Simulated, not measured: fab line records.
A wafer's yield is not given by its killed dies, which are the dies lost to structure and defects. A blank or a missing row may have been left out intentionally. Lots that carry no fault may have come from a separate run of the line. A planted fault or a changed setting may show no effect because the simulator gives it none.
Code-filled problem report in 8D (eight disciplines) form	flow sky130	the parts of the form that need people (team, actions taken, sign-off) are left out

## 1. PROBLEM STATEMENT
Across 5 wafers from 3 lots, VIA3_HDPCVD_THK at SKY_VIA3_THK_MEAS_01 averages 678 nm, while fault-free wafers read 1626 nm with a standard deviation of 17. Relative to the usual mean, that is a shift of -56 standard deviations.
First observed at day 40 02:02: wafer L721.2, on filmMetro-02. At this step, 43 wafers from 15 lots have a number in the record. Rule for "out" (also "out of limits"): further than 4 standard deviations from the usual mean. The other wafers with a number count as sound.

## 2. WHAT IT IS AND WHAT IT IS NOT
question	is	is not
which readings at this step	VIA3_HDPCVD_THK	-
which lots	L721, L722, L723	L718, L719, L720, L731, L732, L733, L734, L735, L736, L738, L739, L740
which wafers of those lots	L721.2, L722.2, L722.6, L723.2, L723.6	L721.5, L722.5
read on which gauges	filmMetro-02, filmMetro-04	filmMetro-03
when	from day 40 02:02	up to then (10 sound wafers); but 28 sound wafers of L722, L731, L732, L733, L734, L735, L736, L738, L739, L740 came after

## 3. WHAT RULES OUT EACH SUSPECT
Counting: a tool at a process step up to the reading stays a suspect if it ran every lot that is out. Sound lots after the first of them don't rule it out here, since some wafers of a struck lot are sound.
- the gauge at SKY_VIA3_THK_MEAS_01: ruled out. 2 gauges (filmMetro-02, filmMetro-04) read the wafers that are out.
- hdpcvd-02 at SKY_VIA3_HDPCVD_00 (deposits SiO2, target thk 1635 nm, time 272.5 s): kept. Every lot that is out went through it, the first being L721 (day 40 01:51); the last sound lot it ran before that was L720 (day 39 20:33).
Left after counting: hdpcvd-02 at SKY_VIA3_HDPCVD_00.

## 4. THE CAUSE (what the simulator had put in)
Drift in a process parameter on hdpcvd-02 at SKY_VIA3_HDPCVD_00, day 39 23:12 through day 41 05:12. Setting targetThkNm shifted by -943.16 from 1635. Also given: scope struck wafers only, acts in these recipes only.
After counting, this tool was the only one left.

## 5. THE EFFECT CHAIN, in route order
Each row: a reading whose mean over the struck wafers that have a number lies more than 3 standard deviations from the usual. Only readings for which the record gives a usual standard deviation are gone through. hours: the time from each lot's start at the first step in this table that gives one to its start at this step, as a median over the lots. sigmas: the change in usual standard deviations.
hours	step	reading	usual	on struck wafers	change	sigmas
0	SKY_VIA3_THK_MEAS_01	VIA3_HDPCVD_THK	1626 nm	678	-948	-56
At these later measuring or inspecting steps, every struck wafer for which the step has a row has a number for every such reading, and none has moved that far: SKY_VIA3_CD_MEAS_12.

## 6. HOW IT WOULD HAVE BEEN CAUGHT EARLIER
The first out-of-limits reading at a measuring or inspecting step in this record came at day 40 02:02, 3 hours after the fault's start at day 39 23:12.
Tool readings at SKY_VIA3_HDPCVD_00 with a usual standard deviation given in the record: none out on any struck wafer, hence no alarm at a limit of 4 standard deviations on them.
Lots out: 3; of these, L722, L723 started SKY_VIA3_HDPCVD_00 on hdpcvd-02 after day 40 02:02. A hold on the tool at that time would have spared those 2.
